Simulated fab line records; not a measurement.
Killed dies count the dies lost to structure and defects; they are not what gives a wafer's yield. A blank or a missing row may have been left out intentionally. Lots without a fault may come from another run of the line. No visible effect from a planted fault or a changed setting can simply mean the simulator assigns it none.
Check for tools in common || flow gf180mcu || Lots sampled 13, wafers sampled 39

== WHY THIS WAS OPENED ==
At GF_VT_IMPLANT_TW_MEAS_32 the reading VT_IMPLANT_3_TW is flagged on 2 of 13 lots. Fault-free wafers read 267.6, with a standard deviation of 1.6.
Rule: flag the lot when none of its wafers has a number, or when each of its wafers that has one lies beyond 4 standard deviations from that mean. The other lots count as sound.

{"lot": "L629", "measured": "day 6 23:55", "on": "film metro-03", "VT_IMPLANT_3_TW, wafer by wafer": "266.4 266.4 266.2", "flag": ""}
{"lot": "L630", "measured": "day 7 06:11", "on": "film metro-03", "VT_IMPLANT_3_TW, wafer by wafer": "267.9 267.2 267.8", "flag": ""}
{"lot": "L631", "measured": "day 7 15:22", "on": "film metro-01", "VT_IMPLANT_3_TW, wafer by wafer": "266.7 266.1 267.6", "flag": ""}
{"lot": "L632", "measured": "day 7 18:22", "on": "film metro-03", "VT_IMPLANT_3_TW, wafer by wafer": "267.8 268.2 268.1", "flag": ""}
{"lot": "L633", "measured": "day 8 02:43", "on": "film metro-04", "VT_IMPLANT_3_TW, wafer by wafer": "270.1 268.3 268.5", "flag": ""}
{"lot": "L634", "measured": "day 8 10:04", "on": "film metro-01", "VT_IMPLANT_3_TW, wafer by wafer": "269.6 269.3 268.6", "flag": ""}
{"lot": "L635", "measured": "day 8 18:13", "on": "film metro-01", "VT_IMPLANT_3_TW, wafer by wafer": "267.9 269.4 269.8", "flag": ""}
{"lot": "L636", "measured": "day 9 01:16", "on": "film metro-01", "VT_IMPLANT_3_TW, wafer by wafer": "269.9 269.5 267.4", "flag": ""}
{"lot": "L641", "measured": "day 10 05:31", "on": "film metro-04", "VT_IMPLANT_3_TW, wafer by wafer": "306.9 307.8 306.1", "flag": "FLAGGED"}
{"lot": "L646", "measured": "day 11 15:17", "on": "film metro-03", "VT_IMPLANT_3_TW, wafer by wafer": "307.2 305.8 303.5", "flag": "FLAGGED"}
{"lot": "L647", "measured": "day 11 19:14", "on": "film metro-03", "VT_IMPLANT_3_TW, wafer by wafer": "267.4 265.8 264.8", "flag": ""}
{"lot": "L650", "measured": "day 12 14:29", "on": "film metro-04", "VT_IMPLANT_3_TW, wafer by wafer": "267.0 267.4 267.8", "flag": ""}
{"lot": "L652", "measured": "day 13 06:49", "on": "film metro-04", "VT_IMPLANT_3_TW, wafer by wafer": "267.4 267.5 265.3", "flag": ""}
Average over the flagged lots: 306.2; offset from the usual +38.6, equal to +24 standard deviations.

== WHICH TOOL RAN EACH LOT ==
The record keeps 1 process step preceding the reading, out of 602 steps on the route. In each cell: the tool, then ch and the chambers that the sampled wafers went through, then the start.
{"lot": "L629", "flag": "", "GF_VT_IMPLANT_IMPLANT_30": "implanter-04 ch 0, day 6 23:41"}
{"lot": "L630", "flag": "", "GF_VT_IMPLANT_IMPLANT_30": "implanter-02 ch 0, day 7 05:56"}
{"lot": "L631", "flag": "", "GF_VT_IMPLANT_IMPLANT_30": "implanter-04 ch 0, day 7 15:07"}
{"lot": "L632", "flag": "", "GF_VT_IMPLANT_IMPLANT_30": "implanter-04 ch 0, day 7 18:08"}
{"lot": "L633", "flag": "", "GF_VT_IMPLANT_IMPLANT_30": "implanter-01 ch 0, day 8 02:28"}
{"lot": "L634", "flag": "", "GF_VT_IMPLANT_IMPLANT_30": "implanter-04 ch 0, day 8 09:49"}
{"lot": "L635", "flag": "", "GF_VT_IMPLANT_IMPLANT_30": "implanter-02 ch 0, day 8 17:58"}
{"lot": "L636", "flag": "", "GF_VT_IMPLANT_IMPLANT_30": "implanter-04 ch 0, day 9 01:01"}
{"lot": "L641", "flag": "FLAGGED", "GF_VT_IMPLANT_IMPLANT_30": "implanter-02 ch 0, day 10 05:16"}
{"lot": "L646", "flag": "FLAGGED", "GF_VT_IMPLANT_IMPLANT_30": "implanter-02 ch 0, day 11 15:04"}
{"lot": "L647", "flag": "", "GF_VT_IMPLANT_IMPLANT_30": "implanter-04 ch 0, day 11 18:59"}
{"lot": "L650", "flag": "", "GF_VT_IMPLANT_IMPLANT_30": "implanter-04 ch 0, day 12 14:14"}
{"lot": "L652", "flag": "", "GF_VT_IMPLANT_IMPLANT_30": "implanter-04 ch 0, day 13 06:35"}
What is done by these steps:
- GF_VT_IMPLANT_IMPLANT_30
- GF_VT_IMPLANT_TW_MEAS_32

== FLAGGED OVER TOTAL, TOOL BY TOOL (the gauges that took the reading come last) ==
{"step": "GF_VT_IMPLANT_IMPLANT_30", "tool": "implanter-01", "lots run": 1, "flagged": 0, "share of the flagged lots": "none", "sound lots run after its first flagged lot": "-"}
{"step": "GF_VT_IMPLANT_IMPLANT_30", "tool": "implanter-02", "lots run": 4, "flagged": 2, "share of the flagged lots": "all", "sound lots run after its first flagged lot": 0}
{"step": "GF_VT_IMPLANT_IMPLANT_30", "tool": "implanter-04", "lots run": 8, "flagged": 0, "share of the flagged lots": "none", "sound lots run after its first flagged lot": "-"}
{"step": "GF_VT_IMPLANT_TW_MEAS_32", "tool": "film metro-01", "lots run": 4, "flagged": 0, "share of the flagged lots": "none", "sound lots run after its first flagged lot": "-"}
{"step": "GF_VT_IMPLANT_TW_MEAS_32", "tool": "film metro-03", "lots run": 5, "flagged": 1, "share of the flagged lots": "some", "sound lots run after its first flagged lot": "1 (L647)"}
{"step": "GF_VT_IMPLANT_TW_MEAS_32", "tool": "film metro-04", "lots run": 4, "flagged": 1, "share of the flagged lots": "some", "sound lots run after its first flagged lot": "2 (L650,L652)"}

== WHAT THE TABLE PERMITS ==
All flagged lots share 1 row of the table, namely implanter-02 at GF_VT_IMPLANT_IMPLANT_30.
- implanter-02 at GF_VT_IMPLANT_IMPLANT_30: 2 of its 4 lots flagged. Its last sound lot is L635 (day 8 17:58), its first flagged lot L641 (day 10 05:16): a fault that began between those two fits. Its own readings lie more than 4 standard deviations out on every wafer of the flagged lots: dose ions cm2, faraday current uA.
What remains is a single tool, implanter-02 at GF_VT_IMPLANT_IMPLANT_30.

== WHAT THE SIMULATOR PUT IN ==
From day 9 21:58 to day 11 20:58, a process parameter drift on implanter-02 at GF_VT_IMPLANT_IMPLANT_30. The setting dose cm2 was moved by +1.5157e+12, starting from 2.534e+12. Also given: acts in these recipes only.
Struck lots among those shown: L641, L646. The same result came from the rule above.
